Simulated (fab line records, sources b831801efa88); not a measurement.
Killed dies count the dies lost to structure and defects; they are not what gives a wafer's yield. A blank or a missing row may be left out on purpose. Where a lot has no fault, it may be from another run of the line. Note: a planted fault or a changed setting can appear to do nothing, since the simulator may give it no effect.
Struck lot and sound lot, side by side	flow gf180mcu	18 steps out of a route of 602
Sound: these wafers, L306.1, L306.2, L306.6. The struck wafers were L297.2, L297.3, L297.5. Last of all comes the cause.
Order at every step that has rows: each side's tool, ch and its chambers, its first start. Under that, the readings that differ: sound wafers	struck wafers	difference of the means	sigmas: that difference in standard deviations of wafers without a fault.
alike: words and numbers the same on both sides, and readings whose means are apart by under 2 such deviations; not compared: readings that were withheld, readings missing a value for some wafer, numbers with overlapping values and no deviation given by the record, and bounds like >300 which may hide the same value.
A row with sigmas, a row that says differs or no value, or rows on one side alone: a step with any of these is where the two part. Numbers that have no deviation but don't overlap get no sigmas and don't part them. Lack of a reading on every wafer of one side parts them only where that side has two or more wafers.

first, 2 steps without rows for these wafers: GF_NSD_PEB_05; GF_NSD_DEVELOP_06 (develop time 60 s).
GF_NSD_CD_MEAS_07: target cd 400 nm.
  sound: cd_sem-02 at day 20 00:42; struck: cd_sem-02 at day 16 21:45
  alike: cd_nm
GF_NSD_OVL_MEAS_08:
  sound: overlay-02 at day 20 00:49; struck: overlay-01 at day 16 21:52
  alike: NSD_OVL
then, 2 steps without rows for these wafers: GF_NSD_IMPLANT_09; GF_NSD_IMPLANT_10.
GF_NSD_STRIP_11: strips in O2/N2.
  sound on plasma_asher-03 ch 0,1, day 20 01:10; struck on plasma_asher-03 ch 0,1, day 16 22:11
  alike: drypump_motor_current_A, heater_power_w, o2_flow_sccm, oes_product_au, strip_time_to_endpoint_s
  not compared: rf_hours_counter_h
GF_NSD_TW_MEAS_12:
  sound: film_metro-03 at day 20 01:16; struck: film_metro-03 at day 16 22:18
  alike: NSD_TW
then, 4 steps without rows for these wafers: GF_PSD_DEHYDRATE_00 (time 60 s); GF_PSD_HMDS_01 (prime time 60 s); GF_PSD_COAT_02 (resist thk 1000 nm); GF_PSD_SOFTBAKE_03 (time 60 s).
GF_PSD_EXPOSE_04: exposes mask Pplus, target cd 400 nm.
  sound on iline_stepper-02 ch 0, day 20 13:35; struck on iline_stepper-01 ch 0, day 17 09:52
reading	sound	struck	difference	sigmas
exposure_dose_mJ_cm2	139.15 138.98 139.10	146.74 146.55 146.85	+7.64	+45
  alike: mask, focus_offset_nm
after that, 1 step had no rows for these wafers: GF_PSD_PEB_05.
GF_PSD_DEVELOP_06: develop time 60 s.
  sound on litho_track-01 ch 0, day 21 01:50; struck on litho_track-04 ch 0, day 17 21:08
reading	sound	struck	difference	sigmas
model.PSD.cd_nm (nm)	395.9 396 396.4	412.8 414 411.6	+16.7	
GF_PSD_CD_MEAS_07: target cd 400 nm.
  sound: cd_sem-01 at day 21 01:59; struck: cd_sem-01 at day 17 21:16
reading	sound	struck	difference	sigmas
cd_nm (nm)	396.1 396.2 396.5	412.7 413.9 411.6	+16.5	+7
GF_PSD_OVL_MEAS_08:
  sound: overlay-02 at day 21 02:07; struck: overlay-01 at day 17 21:23
  alike: PSD_OVL
after that, 1 step had no rows for these wafers: GF_PASSIVATION_PROBE_99.

WHERE THEY PART
Earliest at GF_PSD_EXPOSE_04; latest, in this record, at GF_PSD_CD_MEAS_07. Later steps at which nothing parts them and some readings are alike: GF_PSD_OVL_MEAS_08.

WHY: what the simulator had put in
Drift in process parameters on iline_stepper-01 at GF_PSD_EXPOSE_04, starting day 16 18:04. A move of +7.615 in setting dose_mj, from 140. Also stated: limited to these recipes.
